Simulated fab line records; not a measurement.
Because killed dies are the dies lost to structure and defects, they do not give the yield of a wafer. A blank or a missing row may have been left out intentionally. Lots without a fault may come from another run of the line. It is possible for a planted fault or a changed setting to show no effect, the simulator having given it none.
Which of the tools did it?    flow sky130    15 lots with 45 wafers sampled at 2 steps, on a route of 708 steps

== WHAT THE GAUGES SHOWED, per wafer ==
SKY_METAL1_OVL_MEAS_16.
lot   measured      on          METAL1_OVL (nm)
L789  day 33 10:58  overlay-01  10 5 11
L790  day 33 14:43  overlay-02  5 10 10
L791  day 33 20:01  overlay-02  -7 -6 -3
L793  day 34 08:23  overlay-02  13 7 9
L792  day 34 18:50  overlay-02  -2 0 0
L794  day 35 06:53  overlay-01  5 3 8
L795  day 35 12:13  overlay-02  11 7 7
L797  day 36 06:10  overlay-02  11 3 4
L798  day 36 19:55  overlay-02  -1 3 1
L799  day 36 22:04  overlay-01  6 3 3
L800  day 37 00:32  overlay-01  -1 -3 -8
L801  day 37 07:13  overlay-02  5 3 0
L803  day 37 10:02  overlay-02  10 -1 8
L810  day 39 10:53  overlay-02  0 10 3
L811  day 40 06:31  overlay-02  11 4 2

== TOOL THAT RAN EACH LOT (tool first, then ch and the chambers of the sampled wafers, then the start) ==
lot   SKY_METAL1_SPUTTER_03
L789  pvd-sputter-02, day 32 08:37
L790  pvd-sputter-01, day 32 11:42
L791  pvd-sputter-04, day 32 16:42
L793  pvd-sputter-02, day 33 06:17
L792  pvd-sputter-02, day 33 16:54
L794  pvd-sputter-04, day 34 06:31
L795  pvd-sputter-04, day 34 12:40
L797  pvd-sputter-01, day 35 03:16
L798  pvd-sputter-04, day 35 18:13
L799  pvd-sputter-02, day 35 19:33
L800  pvd-sputter-04, day 35 22:33
L801  pvd-sputter-02, day 36 04:51
L803  pvd-sputter-02, day 36 07:38
L810  pvd-sputter-04, day 38 10:04
L811  pvd-sputter-02, day 39 05:55
- SKY_METAL1_SPUTTER_03: material Ti, target thk 5 nm, time 3.3 s.

== AS READ BY THE TOOLS THEMSELVES (means over the sampled wafers that have a number; for cases with no such wafer, the mark the record gives instead) ==
SKY_METAL1_SPUTTER_03.
lot   tool            throttle-valve-pct (%)
L789  pvd-sputter-02  30.1
L790  pvd-sputter-01  30.6
L791  pvd-sputter-04  28.7
L793  pvd-sputter-02  29.9
L792  pvd-sputter-02  30.2
L794  pvd-sputter-04  29.7
L795  pvd-sputter-04  29.6
L797  pvd-sputter-01  29.7
L798  pvd-sputter-04  28.7
L799  pvd-sputter-02  30.9
L800  pvd-sputter-04  29.8
L801  pvd-sputter-02  30.2
L803  pvd-sputter-02  29.8
L810  pvd-sputter-04  28.7
L811  pvd-sputter-02  30.9

== THE ANSWER, worked out from the rows above alone ==
Rule: the usual values come from the lots themselves. Put in order of their means at a reading, lots are off if they are a third of the lots or fewer, leave a main group of 4 or more, and stand apart from it by a gap of 3 or more times the standard deviation of the main group's means; of several such gaps the widest counts. A main group is skipped when, at the precision printed for the reading in the tables above, its means are all equal. Also off: a lot with no number at a reading for which 4 or more lots have one. The other lots that the step has rows for count as sound. The gauges are gone through in route order, then the tools' own readings, and for those a lot's mean is taken as printed above. The first step at which some lot is off is used, and at that step the reading that is off furthest; a lot without a number counts as furthest.
No lot is off on any of the readings shown, so nothing can be concluded from this.

== WHAT THE SIMULATOR HAD PUT IN ==
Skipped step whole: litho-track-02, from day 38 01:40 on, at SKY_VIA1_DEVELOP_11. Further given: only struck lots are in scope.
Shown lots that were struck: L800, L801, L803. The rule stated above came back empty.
